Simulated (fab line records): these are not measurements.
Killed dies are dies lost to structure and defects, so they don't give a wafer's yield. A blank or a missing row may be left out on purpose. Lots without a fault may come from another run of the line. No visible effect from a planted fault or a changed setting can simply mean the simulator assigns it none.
fab line records	flow sky130
record: lots: 6	wafers: 18	last-day: 51
route steps=708 shown FIELD_ISO@21 NWELL@32 DNWELL@35 PWDE@45 SONOS_ONO@183 PAD_OPEN@708
lots with no fault: from the same line, run without faults
start-h: hours from the record's opening day to when the first of the lot's shown wafers began	wait-h: hours since the lot's step before	" as in the row above	L1.1+2: a single row standing in for several wafers	- either no value or no given start	* or withheld: withheld	< > ~ a bound
route shown NAME@n: a module of which the file shows steps, and the number in the route of the first	usual: mean and standard deviation over wafers with no fault	same: alike in all rows	chamber/n: place in a boat	sites: readings site by site	_std_site: their standard deviation	_edge_site: the outer-site mean with the inner-site mean subtracted	radius-mm: for every site, how far away it sits from the centre of the wafer	mask NAME#n: copy n	behind: the last tool/chamber to shape the wafer	hold: the reason the lot was held/the length of the hold in hours/how it ended	device: the n, p or np transistor that did not switch	end of line: the tests these same wafers got at the end of their route	a step with no rows: only its recipe	killed: dies that structure and defects cost at the first sort, which is not the same as the wafer's yield	map: the dies of a wafer, with x for killed, . for not killed, _ for no die there
set.NAME: the run value of the setting; set.NAME@STEP: its run value at that earlier step	model.NAME: the simulator's own value behind a step, which no gauge read
lots at some steps of the route; a table a step, a row a wafer
services: the hour from which a tool's chamber was out of use, counted from the record's first day as start-h (under 0 if before that day), plus the number of hours and why
== steps ==
step: SKY_FIELD_ISO_CLEAN_20
recipe: chemistry: dHF	time-s: 20	dilution: 100:1
step: SKY_FIELD_ISO_WET_ETCH_21
recipe: chemistry: dHF	dilution: 100:1	target-depth-nm: 20	dry: ipa-marangoni	target: SiO2	temp-c: 25	time-s: 400
step: SKY_FIELD_ISO_OXIDATION_22
recipe: temp-c: 950	ambient: O2	stabilise-s: 600	purge-s: 300	target-thk-a: 100	ox-time-s: 623
step: SKY_FIELD_ISO_THK_MEAS_23
recipe: reads: SiO2_of_FIELD_ISO_OXIDATION_22
usual: FIELD_ISO_OXIDATION_01_THK: 10.04/0.22
lot.wafer	tool	chamber	start-h	wait-h	FIELD_ISO_OXIDATION_01_THK[nm]
L374.1	film-metro-03	-	43.62	0.0	10.34
L374.4	"	-	"	"	10.40
L374.6	"	-	"	"	10.23
L375.1	film-metro-04	-	49.87	0.0	10.07
L375.3	"	-	"	"	10.10
L375.4	"	-	"	"	10.04
L384.3	film-metro-01	-	93.06	0.0	10.24
L384.4	"	-	"	"	10.01
L384.6	"	-	"	"	10.06
L385.1	film-metro-01	-	98.21	0.0	9.95
L385.2	"	-	"	"	10.20
L385.5	"	-	"	"	10.00
L391.1	film-metro-04	-	129.48	0.0	10.22
L391.2	"	-	"	"	10.04
L391.4	"	-	"	"	10.36
L395.3	film-metro-03	-	149.42	0.0	10.14
L395.4	"	-	"	"	10.01
L395.5	"	-	"	"	9.95
step: SKY_FIELD_ISO_CVD_24
recipe: material: SiO2	target-thk-nm: 595	temp-c: 650	sigma-open-frac: 0.3	time-s: 99.2	sih4-flow-sccm: 60	pressure-mtorr: 6
step: SKY_FIELD_ISO_THK_MEAS_25
recipe: reads: SiO2_of_FIELD_ISO_CVD_24
usual: FIELD_ISO_CVD_24_THK: 592/6.1
lot.wafer	tool	chamber	start-h	wait-h	FIELD_ISO_CVD_24_THK[nm]
L374.1	film-metro-01	-	43.76	0.0	591
L374.4	"	-	"	"	590
L374.6	"	-	"	"	583
L375.1	film-metro-04	-	50.01	0.0	603
L375.3	"	-	"	"	595
L375.4	"	-	"	"	599
L384.3	film-metro-03	-	93.19	0.1	590
L384.4	"	-	"	"	589
L384.6	"	-	"	"	586
L385.1	film-metro-04	-	98.34	0.0	595
L385.2	"	-	"	"	597
L385.5	"	-	"	"	592
L391.1	film-metro-01	-	129.61	0.0	604
L391.2	"	-	"	"	591
L391.4	"	-	"	"	597
L395.3	film-metro-03	-	149.55	0.1	594
L395.4	"	-	"	"	598
L395.5	"	-	"	"	591
step: SKY_FIELD_ISO_ANNEAL_26
recipe: temp-c: 1000	time-s: 1800	ambient: N2
step: SKY_FIELD_ISO_CMP_27
recipe: stop-on: Si3N4	t-overpolish-s: 16	down-force-psi: 4	platen-rpm: 60	target-thk-nm: 457.8	pad-velocity-m-s: 0.94248
usual: motor-current-A: 12.5/1.3	overpolish-run-s: 16.001/0.0078	time-to-endpoint-s: 113/3.9
lot.wafer	tool	chamber	start-h	wait-h	motor-current-A	overpolish-run-s	time-to-endpoint-s
L374.4	cmp-01	0	45.61	0.3	13.1	15.999	113
L374.1	"	1	"	"	14.5	15.999	110
L374.6	"	0	"	"	13.6	15.997	115
L375.1	cmp-02	3	52.38	0.0	12.0	16.010	113
L375.4	"	0	"	"	13.1	16.004	117
L375.3	"	2	"	"	10.6	15.983	104
L384.4	cmp-02	3	94.73	0.0	11.7	15.988	113
L384.3	"	1	"	"	12.7	16.007	110
L384.6	"	3	"	"	11.0	16.009	110
L385.1	cmp-01	1	99.90	0.0	14.2	16.006	115
L385.2	"	2	"	"	13.1	16.011	114
L385.5	"	2	"	"	12.4	15.997	112
L391.2	cmp-01	1	131.60	0.1	14.9	16.004	112
L391.4	"	2	"	"	12.5	15.995	113
L391.1	"	3	"	"	11.3	16.004	122
L395.4	cmp-01	0	151.09	0.0	13.3	15.997	110
L395.3	"	1	"	"	15.2	15.993	110
L395.5	"	1	"	"	14.1	16.011	108
step: SKY_FIELD_ISO_WET_ETCH_28
recipe: chemistry: dHF	target-depth-nm: 23.7	target: SiO2	dilution: 10:1	temp-c: 25	time-s: 47
step: SKY_FIELD_ISO_WET_ETCH_29
recipe: chemistry: H3PO4	target-depth-nm: 160	target: Si3N4	temp-c: 160	time-s: 1825
step: SKY_FIELD_ISO_WET_ETCH_30
recipe: chemistry: dHF	target-depth-nm: 25	target: SiO2	dilution: 10:1	temp-c: 25	time-s: 50
step: SKY_NWELL_CLEAN_00
recipe: chemistry: SC1/SC2	mix: 1:4:20	temp-c: 70	time-s: 150	dry: n2-spin
step: SKY_NWELL_OXIDATION_01
recipe: temp-c: 900	ambient: O2	stabilise-s: 600	purge-s: 300	target-thk-a: 100	ox-time-s: 1418
usual: spike-tc-bottom-C: 921/3.8	spike-tc-centre-C: 899.8/1	spike-tc-lower-C: 899.6/1.1	spike-tc-top-C: 911.9/1.1	spike-tc-upper-C: 901.6/1.1	tube-center-temp-C: 899.99/0.086	tube_center_temp_C_max: 902.3/0.38
same: purge-s: 300
lot.wafer	tool	chamber	start-h	wait-h	spike-tc-bottom-C	spike-tc-centre-C	spike-tc-lower-C	spike-tc-top-C	spike-tc-upper-C	tube-center-temp-C	tube_center_temp_C_max	model.SiO2_of_NWELL_OXIDATION_01.thk-nm
L374.1	furnace-02	0	48.08	1.6	917	901.1	899.1	912.2	902.2	900.12	902.1	10.08
L374.4	"	0	"	"	915	899.7	902.2	913.6	903.3	900.03	902.4	9.985
L374.6	"	0	"	"	917	897.9	900.4	912.3	901.7	900.08	902.1	10.1
L375.1	furnace-01	0	54.27	1.0	923	899.2	898.7	909.6	903.6	899.78	901.9	10.14
L375.3	"	0	"	"	924	900.0	900.7	910.3	900.6	900.04	902.5	10.15
L375.4	"	0	"	"	924	897.8	898.3	912.2	900.5	899.92	902.1	10.25
L384.3	furnace-02	0	95.64	0.0	893	876.0	875.9	889.1	878.3	876.65	878.9	7.814
L384.4	"	0	"	"	892	876.2	875.5	888.6	876.9	876.33	879.0	7.448
L384.6	"	0	"	"	893	877.2	876.8	889.3	878.6	876.56	878.8	7.545
L385.1	furnace-02	0	100.81	0.0	894	875.6	875.2	889.7	879.2	876.47	878.2	7.265
L385.2	"	0	"	"	893	875.5	876.2	889.9	877.5	876.67	878.8	7.433
L385.5	"	0	"	"	893	874.3	876.7	887.4	876.0	876.57	878.5	7.461
L391.1	furnace-01	0	133.49	0.9	923	899.3	900.2	911.4	901.6	900.07	902.7	10.06
L391.2	"	0	"	"	924	901.2	898.5	911.6	902.1	899.96	902.3	10.26
L391.4	"	0	"	"	924	899.3	897.6	912.2	901.3	899.97	902.1	10.15
L395.3	furnace-01	0	152.44	0.4	924	899.8	897.4	910.3	901.2	899.83	901.8	9.719
L395.4	"	0	"	"	924	902.2	899.6	911.1	901.5	899.93	902.5	9.849
L395.5	"	0	"	"	922	899.8	900.9	911.7	903.5	899.82	902.1	9.891
step: SKY_NWELL_THK_MEAS_02
recipe: reads: SiO2_of_NWELL_OXIDATION_01
usual: NWELL_OXIDATION_THK: 10.01/0.19
lot.wafer	tool	chamber	start-h	wait-h	NWELL_OXIDATION_THK[nm]
L374.1	film-metro-01	-	49.47	0.0	10.12
L374.4	"	-	"	"	9.93
L374.6	"	-	"	"	10.08
L375.1	film-metro-03	-	55.66	0.0	10.15
L375.3	"	-	"	"	10.15
L375.4	"	-	"	"	10.25
L384.3	film-metro-01	-	97.06	0.0	7.82
L384.4	"	-	"	"	7.42
L384.6	"	-	"	"	7.55
L385.1	film-metro-02	-	102.20	0.0	7.29
L385.2	"	-	"	"	7.45
L385.5	"	-	"	"	7.51
L391.1	film-metro-01	-	134.88	0.0	10.03
L391.2	"	-	"	"	10.26
L391.4	"	-	"	"	10.16
L395.3	film-metro-02	-	153.86	0.0	9.68
L395.4	"	-	"	"	9.83
L395.5	"	-	"	"	9.95
step: SKY_DNWELL_DEHYDRATE_00
recipe: temp-c: 200	time-s: 60
step: SKY_DNWELL_HMDS_01
recipe: prime-time-s: 60	prime-temp-c: 120
step: SKY_DNWELL_COAT_02
recipe: spin-rpm: 2000	resist-thk-nm: 3000
step: SKY_DNWELL_SOFTBAKE_03
recipe: temp-c: 110	time-s: withheld
step: SKY_DNWELL_EXPOSE_04
recipe: mask-id: DNM	na: 0.57	target-cd-nm: 3000	dose-mj: 222
step: SKY_DNWELL_PEB_05
recipe: temp-c: 115	time-s: withheld
step: SKY_DNWELL_DEVELOP_06
recipe: wall-angle-deg: 90	developer: TMAH	develop-time-s: 60	dev-temp-c: 23
step: SKY_DNWELL_IMPLANT_07
recipe: species: P	energy-kev: withheld	dose-cm2: withheld	tilt-deg: withheld
step: SKY_DNWELL_STRIP_08
recipe: chemistry: O2/N2	power-w: 1400	pressure-mtorr: 1500	platen-temp-c: withheld	o2-flow-sccm: 3000	n2-flow-sccm: 300	overash-fraction: 0.5
usual: drypump-motor-current-A: 6.00/0.23	oes-product-au: 0.722/0.005	strip-time-to-endpoint-s: 36.88/0.1
lot.wafer	tool	chamber	start-h	wait-h	drypump-motor-current-A	oes-product-au	rf-hours-counter-h	strip-time-to-endpoint-s
L374.1	plasma-asher-02	0	64.49	0.1	6.35	0.721	38	37.00
L374.4	"	1	"	"	5.82	0.716	-	36.98
L374.6	"	0	"	"	6.33	0.724	-	37.03
L375.1	plasma-asher-02	0	72.04	0.1	6.33	0.722	38	36.76
L375.3	"	0	"	"	6.29	0.722	-	36.68
L375.4	"	1	"	"	5.80	0.720	-	36.73
L384.3	plasma-asher-04	0	114.82	0.1	6.41	0.730	-	36.88
L384.4	"	1	"	"	5.75	0.721	-	37.00
L384.6	"	1	"	"	5.76	0.724	-	36.91
L385.1	plasma-asher-01	0	120.44	0.1	5.81	0.719	44	36.85
L385.2	"	1	"	"	5.95	0.725	44	36.86
L385.5	"	0	"	"	5.82	0.726	-	36.71
L391.1	plasma-asher-01	1	154.49	0.1	5.98	0.724	47	36.75
L391.2	"	0	"	"	5.80	0.724	47	36.82
L391.4	"	0	"	"	5.81	0.724	-	36.81
L395.3	plasma-asher-04	1	174.20	0.1	5.77	0.709	-	36.72
L395.4	"	0	"	"	6.37	0.714	-	36.81
L395.5	"	0	"	"	6.40	0.717	-	36.71
step: SKY_DNWELL_TW_MEAS_09
usual: DNWELL_TW: 1105/20
lot.wafer	tool	chamber	start-h	wait-h	DNWELL_TW
L374.1	film-metro-03	-	64.59	0.1	1080
L374.4	"	-	"	"	1082
L374.6	"	-	"	"	1078
L375.1	film-metro-03	-	72.14	0.1	1094
L375.3	"	-	"	"	1094
L375.4	"	-	"	"	1100
L384.3	film-metro-03	-	114.91	0.1	1093
L384.4	"	-	"	"	1098
L384.6	"	-	"	"	1098
L385.1	film-metro-03	-	120.54	0.1	1086
L385.2	"	-	"	"	1096
L385.5	"	-	"	"	1093
L391.1	film-metro-03	-	154.59	0.1	1091
L391.2	"	-	"	"	1091
L391.4	"	-	"	"	1091
L395.3	film-metro-02	-	174.29	0.1	1136
L395.4	"	-	"	"	1137
L395.5	"	-	"	"	1133
step: SKY_PWDE_DEHYDRATE_00
recipe: temp-c: 200	time-s: 60
step: SKY_PWDE_HMDS_01
recipe: prime-time-s: 60	prime-temp-c: 120
step: SKY_PWDE_COAT_02
recipe: spin-rpm: 2000	resist-thk-nm: 3000
step: SKY_PWDE_SOFTBAKE_03
recipe: temp-c: 110	time-s: withheld
step: SKY_PWDE_EXPOSE_04
recipe: mask-id: PWDEM	na: 0.6	source-shape: conventional	sigma-outer: 0.6	polarization: unpolarized	target-cd-nm: 840	dose-mj: 214
step: SKY_PWDE_PEB_05
recipe: temp-c: 115	time-s: withheld
step: SKY_PWDE_DEVELOP_06
recipe: wall-angle-deg: 90	developer: TMAH	develop-time-s: 60	dev-temp-c: 23
step: SKY_PWDE_OVL_MEAS_07
usual: PWDE_OVL: 0.7/1.5
lot.wafer	tool	chamber	start-h	wait-h	PWDE_OVL[nm]
L374.1	overlay-01	-	80.89	-	1.8
L374.4	"	-	"	"	2.4
L374.6	"	-	"	"	1.8
L375.1	overlay-01	-	88.47	-	2.2
L375.3	"	-	"	"	-0.2
L375.4	"	-	"	"	0.5
L384.3	overlay-01	-	133.50	-	-0.7
L384.4	"	-	"	"	-2.8
L384.6	"	-	"	"	-0.5
L385.1	overlay-01	-	139.17	-	-1.0
L385.2	"	-	"	"	-0.1
L385.5	"	-	"	"	0.1
L391.1	overlay-02	-	174.74	-	0.9
L391.2	"	-	"	"	1.9
L391.4	"	-	"	"	0.6
L395.3	overlay-02	-	195.50	-	0.6
L395.4	"	-	"	"	0.9
L395.5	"	-	"	"	-1.6
step: SKY_PWDE_IMPLANT_08
recipe: species: B	energy-kev: 150	dose-cm2: 3.556e+12	tilt-deg: withheld
step: SKY_PWDE_STRIP_09
recipe: chemistry: O2/N2	power-w: 1400	pressure-mtorr: 1500	platen-temp-c: withheld	o2-flow-sccm: 3000	n2-flow-sccm: 300	overash-fraction: 0.5
usual: drypump-motor-current-A: 6.0/0.36	oes-product-au: 0.722/0.0041	strip-time-to-endpoint-s: 36.85/0.084
lot.wafer	tool	chamber	start-h	wait-h	drypump-motor-current-A	oes-product-au	rf-hours-counter-h	strip-time-to-endpoint-s
L374.1	plasma-asher-01	0	81.07	0.1	5.8	0.718	40	36.78
L374.4	"	1	"	"	6.0	0.721	-	36.73
L374.6	"	0	"	"	5.8	0.727	-	36.87
L375.1	plasma-asher-03	1	88.66	0.1	5.5	0.715	37	36.93
L375.3	"	0	"	"	6.6	0.721	-	36.85
L375.4	"	1	"	"	5.4	0.720	-	36.84
L384.3	plasma-asher-01	1	133.71	0.1	6.0	0.728	-	36.82
L384.4	"	0	"	"	5.8	0.723	-	36.96
L384.6	"	1	"	"	6.0	0.725	-	36.81
L385.1	plasma-asher-03	0	139.36	0.1	6.6	0.716	42	36.79
L385.2	"	1	"	"	5.4	0.727	42	36.84
L385.5	"	1	"	"	5.4	0.719	-	36.83
L391.1	plasma-asher-01	1	174.92	0.1	6.0	0.721	49	36.79
L391.2	"	0	"	"	5.8	0.721	49	36.81
L391.4	"	1	"	"	6.0	0.726	-	36.82
L395.3	plasma-asher-04	0	195.71	0.1	6.4	0.720	-	36.71
L395.4	"	1	"	"	5.7	0.727	-	36.71
L395.5	"	0	"	"	6.4	0.717	-	36.82
step: SKY_PWDE_TW_MEAS_10
usual: PWDE_TW: 369/6
lot.wafer	tool	chamber	start-h	wait-h	PWDE_TW
L374.1	film-metro-03	-	81.17	0.1	366
L374.4	"	-	"	"	363
L374.6	"	-	"	"	366
L375.1	film-metro-03	-	88.76	0.1	361
L375.3	"	-	"	"	364
L375.4	"	-	"	"	364
L384.3	film-metro-02	-	133.79	0.1	378
L384.4	"	-	"	"	378
L384.6	"	-	"	"	378
L385.1	film-metro-01	-	139.46	0.1	369
L385.2	"	-	"	"	366
L385.5	"	-	"	"	367
L391.1	film-metro-03	-	175.12	0.2	365
L391.2	"	-	"	"	365
L391.4	"	-	"	"	365
L395.3	film-metro-01	-	195.79	0.1	370
L395.4	"	-	"	"	367
L395.5	"	-	"	"	367
step: SKY_NWELL_DEHYDRATE_03
recipe: temp-c: 200	time-s: 60
step: SKY_NWELL_HMDS_04
recipe: prime-time-s: 60	prime-temp-c: 120
step: SKY_NWELL_COAT_05
recipe: spin-rpm: 2000	resist-thk-nm: 3000
step: SKY_NWELL_SOFTBAKE_06
recipe: temp-c: 110	time-s: withheld
step: SKY_NWELL_EXPOSE_07
recipe: mask-id: NWM	na: 0.6	source-shape: conventional	sigma-outer: 0.6	polarization: unpolarized	target-cd-nm: 840	dose-mj: 255
step: SKY_NWELL_PEB_08
recipe: temp-c: 115	time-s: withheld
step: SKY_NWELL_DEVELOP_09
recipe: wall-angle-deg: 90	developer: TMAH	develop-time-s: 60	dev-temp-c: 23
step: SKY_SONOS_ONO_ETCH_15
recipe: target-depth-nm: 19.52	chemistry: CHF3/O2	source-w: 613	bias-w: 200	pressure-mtorr: 40	chf3-flow-sccm: 50	O2_flow_sccm: 5	time-s: 7.8
usual: drypump-motor-current-A: 5.8/0.34	oes-product-au: 1.006/0.011	throttle-valve-pct: 8.827/0.0099
lot.wafer	tool	chamber	start-h	wait-h	drypump-motor-current-A	oes-product-au	rf-hours-counter-h	throttle-valve-pct	model.SiO2_of_NWELL_OXIDATION_01.thk-nm
L374.1	rie-diel-01	2	302.47	0.0	5.4	1.008	7	8.833	5.471
L374.4	"	0	"	"	5.8	1.012	68	8.836	5.396
L374.6	"	2	"	"	5.4	1.014	-	8.824	5.515
L375.1	rie-diel-04	2	313.32	0.0	6.4	1.017	85	8.837	5.508
L375.3	"	3	"	"	6.0	1.014	76	8.842	5.622
L375.4	"	0	"	"	5.7	0.995	3	8.821	5.784
L384.3	rie-diel-02	1	377.94	0.0	5.6	1.015	14	8.814	3.24
L384.4	"	0	"	"	5.9	1.010	21	8.843	2.881
L384.6	"	2	"	"	5.8	0.985	-	8.818	3.069
L385.1	rie-diel-02	3	386.74	0.0	5.4	1.008	8	8.839	2.677
L385.2	"	0	"	"	5.9	1.017	21	8.824	2.829
L385.5	"	1	"	"	5.7	1.009	-	8.837	2.87
L391.1	rie-diel-04	0	444.79	0.0	5.7	0.995	5	8.814	5.643
L391.2	"	2	"	"	6.4	1.025	87	8.837	5.665
L391.4	"	0	"	"	5.7	0.983	-	8.805	5.711
L395.3	rie-diel-01	0	502.89	0.0	5.8	1.006	72	8.826	5.184
L395.4	"	3	"	"	4.9	1.010	1	8.835	5.269
L395.5	"	0	"	"	5.8	1.012	-	8.829	5.312
step: SKY_PAD_OPEN_PROBE_99
usual: killed_at_M0_to_M3: 43/6.8	killed_at_M4_up: 3.1/1.8	killed-at-contacts: 25/5.8	killed-at-front-end: 15/4.2	killed-at-other: 0.3/0.5	killed-dies: 87/9.7	killed-open: 47/7.3	killed-short: 39/6.6
same: gross-dies: 492	killed-at-back-side: 0
lot.wafer	tool	chamber	start-h	wait-h	killed_at_M0_to_M3	killed_at_M4_up	killed-at-contacts	killed-at-front-end	killed-at-other	killed-dies	killed-open	killed-short	model.etest.pfet_01v8_mvt.drive-ua-um	model.etest.pfet_01v8_mvt.off-log10-a-um	model.etest.pfet-g5v0d10v5.off-log10-a-um	model.etest.pfet_01v8_mvt.vt-sat-v	model.etest.pfet_01v8_mvt.vt-v	model.etest.pfet-g5v0d10v5.vt-sat-v	model.etest.pfet_01v8_mvt.vt-long-v	model.etest.pfet_16v.vt-v
L374.1	prober-01	-	1098.24	0.1	36	2	26	16	0	80	50	30	149.5	-11.12	-12.66	-0.5874	-0.6705	-0.6553	-0.8739	-1.105
L374.4	prober-01	-	1098.39	0.2	42	3	21	15	1	82	40	42	148.2	-10.83	-12.73	-0.5889	-0.6742	-0.6531	-0.8776	-1.103
L374.6	prober-01	-	1098.49	0.2	48	0	25	14	1	88	47	41	150.8	-11.08	-12.95	-0.5884	-0.6736	-0.654	-0.8761	-1.093
L375.1	prober-02	-	1106.49	0.1	37	1	18	18	0	74	38	36	156.1	-9.918	-12.52	-0.5163	-0.613	-0.6382	-0.8307	-1.103
L375.3	prober-02	-	1106.59	0.2	38	4	22	14	0	78	43	35	155	-10.22	-12.77	-0.5268	-0.6179	-0.6675	-0.8317	-1.105
L375.4	prober-02	-	1106.64	0.2	53	4	26	12	0	95	48	47	154.5	-10.1	-12.6	-0.5306	-0.6187	-0.6353	-0.8304	-1.101
L384.3	prober-02	-	1155.66	0.2	40	5	31	11	0	87	44	43	157.9	-10.1	-12.09	-0.533	-0.6223	-0.5973	-0.831	-1.051
L384.4	prober-02	-	1155.71	0.2	48	3	32	13	0	96	49	47	158.6	-9.94	-11.64	-0.505	-0.5977	-0.5657	-0.8126	-1.026
L384.6	prober-02	-	1155.81	0.2	56	3	31	15	0	105	53	52	160.6	-10.08	-11.68	-0.5124	-0.6046	-0.5628	-0.8204	-1.024
L385.1	prober-01	-	1155.68	0.1	52	0	27	20	0	99	49	50	157.5	-9.922	-11.91	-0.5149	-0.6077	-0.5777	-0.8216	-1.053
L385.2	prober-01	-	1155.73	0.1	51	1	21	18	1	92	51	41	159.9	-9.832	-11.59	-0.5029	-0.5985	-0.5537	-0.8155	-1.043
L385.5	prober-01	-	1155.88	0.2	59	4	21	16	0	100	48	52	160	-9.759	-11.66	-0.5014	-0.5927	-0.5647	-0.8122	-1.042
L391.1	prober-02	-	1189.90	0.1	46	3	27	10	0	86	54	32	152.3	-10.41	-12.9	-0.5591	-0.6418	-0.6723	-0.8415	-1.089
L391.2	prober-02	-	1189.95	0.1	54	4	22	18	0	98	48	50	154.2	-10.54	-12.74	-0.5573	-0.6436	-0.6543	-0.8448	-1.099
L391.4	prober-02	-	1190.05	0.2	37	5	19	24	2	87	45	42	151.2	-10.39	-12.63	-0.563	-0.6442	-0.6412	-0.8472	-1.105
L395.3	prober-02	-	1214.76	0.2	42	2	31	13	0	88	51	37	155.4	-10.43	-12.72	-0.5459	-0.6352	-0.6556	-0.8431	-1.117
L395.4	prober-02	-	1214.81	0.2	35	2	28	14	0	79	41	38	150.9	-10.41	-12.97	-0.5569	-0.6405	-0.6727	-0.8428	-1.115
L395.5	prober-02	-	1214.86	0.2	40	4	28	19	1	92	48	44	152.4	-10.7	-12.41	-0.5642	-0.6495	-0.6401	-0.8483	-1.121
killed by level:class
L374.1 VIA1:geometric-particle:open=12 LI_CONTACT:geometric-particle:open=10 CONTACT:geometric-particle:open=9 VIA3:geometric-particle:open=8 POLY_GATE:geometric-particle:short=4 VIA1:geometric-particle:short=4 METAL2:geometric-particle:short=4 FIELD_ISO:geometric-particle:open=3
L374.4 VIA3:geometric-particle:open=9 VIA1:geometric-particle:open=9 CONTACT:geometric-particle:short=8 VIA1:geometric-particle:short=7 CONTACT:geometric-particle:open=6 FIELD_ISO:geometric-particle:open=4 VIA2:geometric-particle:open=4 FIELD_ISO:geometric-particle:short=3
L374.6 VIA1:geometric-particle:open=13 METAL2:geometric-particle:short=10 CONTACT:geometric-particle:open=8 VIA1:geometric-particle:short=6 VIA2:geometric-particle:open=6 LI_CONTACT:geometric-particle:open=5 LOCAL_INTERCONNECT:geometric-particle:short=5 POLY_GATE:geometric-particle:open=4
L375.1 VIA1:geometric-particle:open=9 CONTACT:geometric-particle:open=8 VIA3:geometric-particle:short=7 POLY_GATE:geometric-particle:short=6 POLY_GATE:geometric-particle:open=4 FIELD_ISO:geometric-particle:open=3 LOCAL_INTERCONNECT:geometric-particle:short=3 CONTACT:geometric-particle:short=3
L375.3 VIA1:geometric-particle:open=13 CONTACT:geometric-particle:open=10 LI_CONTACT:geometric-particle:short=6 VIA3:geometric-particle:open=5 METAL2:geometric-particle:short=4 METAL4:geometric-particle:short=4 FIELD_ISO:geometric-particle:open=3 CONTACT:geometric-particle:short=3
L375.4 VIA1:geometric-particle:open=11 METAL2:geometric-particle:short=9 CONTACT:geometric-particle:open=9 VIA1:geometric-particle:short=9 VIA3:geometric-particle:open=7 LI_CONTACT:geometric-particle:open=7 CONTACT:geometric-particle:short=7 METAL1:geometric-particle:short=5
L384.3 CONTACT:geometric-particle:open=9 METAL2:geometric-particle:short=8 LI_CONTACT:geometric-particle:open=8 VIA1:geometric-particle:open=7 METAL1:geometric-particle:short=6 LI_CONTACT:geometric-particle:short=5 CONTACT:geometric-particle:short=5 POLY_GATE:geometric-particle:open=4
L385.1 VIA1:geometric-particle:open=21 CONTACT:geometric-particle:open=7 FIELD_ISO:geometric-particle:short=6 LI_CONTACT:geometric-particle:open=6 LOCAL_INTERCONNECT:geometric-particle:short=6 CONTACT:geometric-particle:short=6 METAL1:geometric-particle:short=6 METAL2:geometric-particle:short=6
L384.4 VIA1:geometric-particle:open=12 CONTACT:geometric-particle:short=10 LI_CONTACT:geometric-particle:open=8 VIA2:geometric-particle:open=6 METAL1:geometric-particle:short=6 VIA3:geometric-particle:open=6 METAL2:geometric-particle:short=5 LI_CONTACT:geometric-particle:short=5
L385.2 VIA1:geometric-particle:open=16 CONTACT:geometric-particle:open=8 VIA3:geometric-particle:open=7 POLY_GATE:geometric-particle:short=6 METAL1:geometric-particle:short=5 METAL2:geometric-particle:short=5 FIELD_ISO:geometric-particle:open=4 LOCAL_INTERCONNECT:geometric-particle:short=4
L384.6 VIA1:geometric-particle:open=15 VIA3:geometric-particle:open=11 CONTACT:geometric-particle:open=9 METAL2:geometric-particle:short=9 LI_CONTACT:geometric-particle:short=6 LI_CONTACT:geometric-particle:open=6 VIA1:geometric-particle:short=6 VIA2:geometric-particle:open=6
L385.5 METAL2:geometric-particle:short=11 VIA1:geometric-particle:open=9 CONTACT:geometric-particle:open=9 FIELD_ISO:geometric-particle:short=8 VIA2:geometric-particle:open=8 METAL1:geometric-particle:short=7 METAL3:geometric-particle:short=5 VIA1:geometric-particle:short=5
L391.1 CONTACT:geometric-particle:open=13 VIA1:geometric-particle:open=11 METAL1:geometric-particle:short=9 METAL2:geometric-particle:short=6 VIA3:geometric-particle:open=6 LOCAL_INTERCONNECT:geometric-particle:short=5 FIELD_ISO:geometric-particle:open=4 POLY_GATE:geometric-particle:open=4
L391.2 VIA1:geometric-particle:open=13 METAL2:geometric-particle:short=8 METAL1:geometric-particle:short=8 VIA3:geometric-particle:open=7 LI_CONTACT:geometric-particle:open=6 VIA1:geometric-particle:short=5 POLY_GATE:geometric-particle:open=5 POLY_GATE:geometric-particle:short=5
L391.4 VIA1:geometric-particle:open=10 FIELD_ISO:geometric-particle:short=6 POLY_GATE:geometric-particle:open=6 CONTACT:geometric-particle:open=6 VIA3:geometric-particle:open=6 FIELD_ISO:geometric-particle:open=5 LI_CONTACT:geometric-particle:open=5 CONTACT:geometric-particle:short=5
L395.3 CONTACT:geometric-particle:open=14 VIA3:geometric-particle:open=11 LI_CONTACT:geometric-particle:open=6 CONTACT:geometric-particle:short=6 VIA1:geometric-particle:open=6 FIELD_ISO:geometric-particle:open=5 VIA1:geometric-particle:short=5 VIA2:geometric-particle:open=5
L395.4 CONTACT:geometric-particle:open=9 LOCAL_INTERCONNECT:geometric-particle:short=8 VIA1:geometric-particle:short=6 VIA2:geometric-particle:open=6 VIA1:geometric-particle:open=5 VIA3:geometric-particle:open=5 POLY_GATE:geometric-particle:open=4 LI_CONTACT:geometric-particle:open=4
L395.5 CONTACT:geometric-particle:open=11 FIELD_ISO:geometric-particle:short=10 VIA1:geometric-particle:open=8 LI_CONTACT:geometric-particle:open=6 FIELD_ISO:geometric-particle:open=5 LOCAL_INTERCONNECT:geometric-particle:short=5 CONTACT:geometric-particle:short=5 VIA2:geometric-particle:open=5
== services ==
tool	chamber	start-h	hours	kind
plasma-asher-01	-	62.78	9.9	repair
cmp-01	-	77.64	0.5	repair
cmp-01	-	101.01	0.2	repair
furnace-02	-	102.20	4.3	pm
cmp-01	-	112.55	3.4	pm
furnace-01	-	180.91	4.0	pm
plasma-asher-01	-	193.63	3.5	repair
cmp-01	-	232.00	4.0	pm
plasma-asher-04	-	255.97	28.1	pm
cmp-01	-	257.82	2.9	repair
cmp-01	-	266.57	1.7	repair
furnace-02	-	271.52	3.9	pm
cmp-01	-	276.12	5.6	pm
furnace-01	-	276.26	3.6	pm
plasma-asher-04	-	284.07	14.6	pm
furnace-02	-	297.83	3.9	pm
plasma-asher-04	-	298.67	2.8	pm
plasma-asher-04	-	303.85	0.3	repair
cmp-01	-	335.34	0.3	repair
plasma-asher-01	-	362.83	4.4	repair
cmp-01	-	381.01	2.0	repair
plasma-asher-01	-	421.25	9.0	pm
plasma-asher-01	-	456.16	15.4	repair
cmp-01	-	481.55	6.4	pm
== key ==
first-sign: step: SKY_NWELL_OXIDATION_01	reading: tube-center-temp-C	direction: down	sigmas: 99+	usual: *	struck: *
effect: step: SKY_NWELL_OXIDATION_01	reading: tube_center_temp_C_max	direction: down	sigmas: 62	usual: *	struck: *
effect: step: SKY_NWELL_THK_MEAS_02	reading: NWELL_OXIDATION_THK	direction: down	sigmas: 13	usual: 10.01	struck: 7.51
model-effect: step: SKY_NWELL_OXIDATION_01	value: SiO2_of_NWELL_OXIDATION_01.thk-nm	without: 9.836	struck: 7.494
model-effect: step: SKY_SONOS_ONO_ETCH_15	value: SiO2_of_NWELL_OXIDATION_01.thk-nm	without: 5.269	struck: 2.928
model-effect: step: SKY_PAD_OPEN_PROBE_99	value: etest.pfet_01v8_mvt.drive-ua-um	without: 154.5	struck: 159.1
met-at SKY_NWELL_OXIDATION_01
struck-wafers L384.3,L384.4,L384.6,L385.1,L385.2,L385.5
tester-left-out L384,L385
onset-between 48.08 95.64
fault: kind: process-parameter-drift	tool: furnace-02	chamber: -	onset-h: 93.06	steps: SKY_NWELL_OXIDATION_01	channel: temp-c	offset: *	shape: step	end-h: 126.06	acts-in: *	stated: *
tester-left-out: of these lots the tester's yield and bins aren't shown, on N5 and GAA mostly nor the transistor test; their killed dies are dies lost to structure and defects alone, not to doping, threshold or leakage, so they don't give the yield
